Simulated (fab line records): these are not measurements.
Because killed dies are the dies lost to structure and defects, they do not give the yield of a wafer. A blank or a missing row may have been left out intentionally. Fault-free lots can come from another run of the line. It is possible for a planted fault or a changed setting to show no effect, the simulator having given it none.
Tool commonality check | flow gf180mcu | 13 lots and 39 wafers in the sample

## WHY IT WAS OPENED
At GF_CONTACT_CD_MEAS_14 the reading cd nm is flagged on 1 of 13 lots. Fault-free wafers read 220.0 nm, with a standard deviation of 1.4.
Rule: a lot gets a flag if all its wafers with a number sit over 4 standard deviations from that mean, or if no wafer of it has a number. The other lots count as sound.

lot  | measured     | on        | cd nm (nm), wafer by wafer | flag
L493 | day 15 23:05 | cd sem-01 | 222.8 223.7 222.8          |
L495 | day 16 21:19 | cd sem-02 | 219.0 218.8 219.4          |
L496 | day 17 02:39 | cd sem-02 | 218.8 221.0 219.3          |
L497 | day 17 14:56 | cd sem-02 | 221.1 221.8 221.7          |
L499 | day 18 10:44 | cd sem-02 | 221.5 221.2 221.4          |
L501 | day 18 23:53 | cd sem-02 | 220.6 220.3 220.8          |
L502 | day 19 17:13 | cd sem-01 | 220.2 220.6 220.2          |
L504 | day 20 03:28 | cd sem-01 | 220.1 219.5 221.8          |
L506 | day 20 20:46 | cd sem-02 | 217.5 216.8 217.3          |
L507 | day 21 10:22 | cd sem-02 | 218.0 219.3 218.3          |
L508 | day 21 16:05 | cd sem-01 | 221.7 220.9 218.8          |
L509 | day 22 08:05 | cd sem-01 | 194.7 195.8 194.1          | FLAGGED
L516 | day 24 04:59 | cd sem-02 | 219.4 218.5 218.7          |
On average the flagged lots' numbers are 194.9 nm, which is -25.1 nm against the usual, or -18 standard deviations.

## LOT BY LOT: THE TOOL USED
2 process steps preceding the reading are held in the record, out of 602 steps in the route. Read each cell as the tool, then ch plus the chambers that the sampled wafers visited, then the start.
lot  | flag    | GF_SALICIDE_RTA_06               | GF_CONTACT_EXPOSE_11
L493 |         | rtp anneal-02 ch 0, day 15 00:13 | krf scanner-02 ch 0, day 15 11:57
L495 |         | rtp anneal-01 ch 0, day 15 22:12 | krf scanner-01 ch 0, day 16 10:31
L496 |         | rtp anneal-02 ch 0, day 16 03:00 | krf scanner-02 ch 0, day 16 16:00
L497 |         | rtp anneal-02 ch 0, day 16 15:00 | krf scanner-01 ch 0, day 17 03:06
L499 |         | rtp anneal-01 ch 0, day 17 10:09 | krf scanner-02 ch 0, day 17 22:57
L501 |         | rtp anneal-01 ch 0, day 17 23:14 | krf scanner-02 ch 0, day 18 12:28
L502 |         | rtp anneal-01 ch 0, day 18 15:43 | krf scanner-02 ch 0, day 19 04:30
L504 |         | rtp anneal-01 ch 0, day 19 02:15 | krf scanner-02 ch 0, day 19 15:38
L506 |         | rtp anneal-01 ch 0, day 19 19:59 | krf scanner-01 ch 0, day 20 08:46
L507 |         | rtp anneal-01 ch 0, day 20 09:18 | krf scanner-02 ch 0, day 20 22:49
L508 |         | rtp anneal-02 ch 0, day 20 15:52 | krf scanner-02 ch 0, day 21 04:56
L509 | FLAGGED | rtp anneal-02 ch 0, day 21 08:10 | krf scanner-02 ch 0, day 21 20:56
L516 |         | rtp anneal-01 ch 0, day 23 05:45 | krf scanner-02 ch 0, day 23 18:07
What these steps do:
- GF_SALICIDE_RTA_06: time 30 s.
- GF_CONTACT_EXPOSE_11: exposes mask Contact, target cd 220 nm.
- GF_CONTACT_CD_MEAS_14: target cd 220 nm.

## FLAGGED AGAINST TOTAL, ONE TOOL AT A TIME (gauges that did the reading follow at the end)
step                  | tool           | lots run | flagged | share of the flagged lots | sound lots run after its first flagged lot
GF_SALICIDE_RTA_06    | rtp anneal-01  | 8        | 0       | none                      | -
GF_SALICIDE_RTA_06    | rtp anneal-02  | 5        | 1       | all                       | 0
GF_CONTACT_EXPOSE_11  | krf scanner-01 | 3        | 0       | none                      | -
GF_CONTACT_EXPOSE_11  | krf scanner-02 | 10       | 1       | all                       | 1 (L516)
GF_CONTACT_CD_MEAS_14 | cd sem-01      | 5        | 1       | all                       | 0
GF_CONTACT_CD_MEAS_14 | cd sem-02      | 8        | 0       | none                      | -

## THE TABLE: WHAT IT ALLOWS
Rows of the table that ran every flagged lot, 3 in all: rtp anneal-02 at GF_SALICIDE_RTA_06, krf scanner-02 at GF_CONTACT_EXPOSE_11, cd sem-01 at GF_CONTACT_CD_MEAS_14.
- rtp anneal-02 at GF_SALICIDE_RTA_06: 1 of its 5 lots flagged. A fault beginning between L508 (day 20 15:52), its last sound lot, and L509 (day 21 08:10), its first flagged one, fits the data.
- krf scanner-02 at GF_CONTACT_EXPOSE_11: 1 of its 10 lots flagged. Lots that were sound ran on it after the first flagged one (L516); a persistent fault on the entire tool would not allow that.
- cd sem-01 at GF_CONTACT_CD_MEAS_14: 1 of its 5 lots flagged. A fault beginning between L508 (day 21 16:05), its last sound lot, and L509 (day 22 08:05), its first flagged one, fits the data.
These 2 tools cannot be told apart by counting lots, since each of them fits a fault that started at some hour. More lots, or a look at what each step does to the wafer, might.

## WHAT WAS PUT IN BY THE SIMULATOR
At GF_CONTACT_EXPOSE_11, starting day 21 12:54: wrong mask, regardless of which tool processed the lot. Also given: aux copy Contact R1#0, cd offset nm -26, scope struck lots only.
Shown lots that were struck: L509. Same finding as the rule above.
